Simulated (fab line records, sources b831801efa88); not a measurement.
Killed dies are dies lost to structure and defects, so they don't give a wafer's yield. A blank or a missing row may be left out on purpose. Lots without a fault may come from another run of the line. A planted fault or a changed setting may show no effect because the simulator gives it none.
Problem report in the 8D (eight disciplines) form, filled by code | flow sky130 | the parts of the form that need people (team, actions taken, sign-off) are left out

1. THE PROBLEM
cd_nm at SKY_POLY_GATE_CD_MEAS_22 reads a mean of 139.3 nm on 1 wafer of 1 lot; wafers without a fault read 150.1 nm with a standard deviation of 1.6. That is -6.7 standard deviations from the usual mean.
First seen on wafer L597.2, day 23 10:03, on cd_sem-02. The record holds 33 wafers of 11 lots with a number at this step. Rule for "out", or "out of limits": more than 4 standard deviations from the usual mean. The other wafers with a number count as sound.

2. WHAT IT IS AND WHAT IT IS NOT
question                    | is                | is not
which readings at this step | cd_nm             | -
which lots                  | L597              | L578, L579, L583, L584, L585, L588, L589, L591, L598, L601
which wafers of those lots  | L597.2            | L597.4, L597.6
read on which gauges        | cd_sem-02         | cd_sem-01
when                        | from day 23 10:03 | up to then (26 sound wafers); but 6 sound wafers of L598, L601 came after

3. SUSPECTS, AND WHAT RULES EACH OUT
Counting: a tool at a process step up to the reading stays a suspect if it ran every lot that is out. Sound lots after the first of them don't rule it out here, since some wafers of a struck lot are sound.
- the gauge at SKY_POLY_GATE_CD_MEAS_22: ruled out. All the wafers that are out were read on cd_sem-02, but those of them that SKY_POLY_GATE_STRIP_18 has rows for are out there too, on other tools.
- rie_diel-02 at SKY_POLY_GATE_ETCH_15 (etches BARC in N2/H2, stops on SiO2, time 118.5 s, target depth 110 nm): kept. It ran the lot that is out, L597 (day 23 08:20); its last sound lot up to then is L589 (day 20 10:01).
- plasma_asher-03 at SKY_POLY_GATE_STRIP_18 (strips in O2/N2): kept. It ran the lot that is out, L597 (day 23 08:34); its last sound lot up to then is L589 (day 20 10:15). Its own readings are out on those wafers: oes_product_au, strip_time_to_endpoint_s.
- Within rie_diel-02 at SKY_POLY_GATE_ETCH_15: the wafers that are out ran in chamber 0; their sound lot-mates ran in chambers 1, 3.
- Within plasma_asher-03 at SKY_POLY_GATE_STRIP_18: the wafers that are out ran in chamber 0; their sound lot-mates ran in chamber 1.
Left after counting: rie_diel-02 at SKY_POLY_GATE_ETCH_15, plasma_asher-03 at SKY_POLY_GATE_STRIP_18.

4. THE CAUSE (what the simulator had put in)
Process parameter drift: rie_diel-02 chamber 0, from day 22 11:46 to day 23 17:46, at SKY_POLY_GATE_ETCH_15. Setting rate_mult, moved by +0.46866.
Counting left 2 suspects, and this tool is among them.

5. THE CHAIN OF EFFECTS, in route order
Each row: a reading whose mean over the struck wafers that have a number lies more than 3 standard deviations from the usual. Only readings for which the record gives a usual standard deviation are gone through. hours: the time from each lot's start at the first step in this table that gives one to its start at this step, as a median over the lots. sigmas: the change in usual standard deviations.
hours | step                     | reading                  | usual      | on struck wafers | change | sigmas
0     | SKY_POLY_GATE_STRIP_18   | oes_product_au           | 0.360 a.u. | 0.337            | -0.023 | -4.5
0     | SKY_POLY_GATE_STRIP_18   | strip_time_to_endpoint_s | 3.154 s    | 2.619            | -0.535 | -20
1     | SKY_POLY_GATE_CD_MEAS_22 | cd_nm                    | 150.1 nm   | 139.3            | -10.8  | -6.7
642   | SKY_PAD_OPEN_PROBE_99    | killed_at_front_end      | 15         | 426              | +411   | +98
642   | SKY_PAD_OPEN_PROBE_99    | killed_dies              | 85         | 492              | +407   | +41
642   | SKY_PAD_OPEN_PROBE_99    | killed_on_rim            | 17         | 96               | +79    | +20
The process steps in it:
- SKY_POLY_GATE_STRIP_18: strips in O2/N2.
- SKY_PAD_OPEN_PROBE_99
Later measuring or inspecting steps at which every struck wafer that the step has a row for has a number for every such reading, and none has moved that far: SKY_LDD_N_TW_MEAS_17.

6. WHAT WOULD HAVE CAUGHT IT SOONER
In this record the first reading out of limits at a measuring or inspecting step was taken at day 23 10:03, 22 hours after the fault began at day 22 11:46.
Of the tool readings at SKY_POLY_GATE_ETCH_15 for which the record gives a usual standard deviation, none was out on any struck wafer, so an alarm limit of 4 standard deviations on them would not have fired.
All the lots that are out (1) had begun SKY_POLY_GATE_ETCH_15 on rie_diel-02 by day 23 10:03. A hold on the tool at that time would have spared none of them.
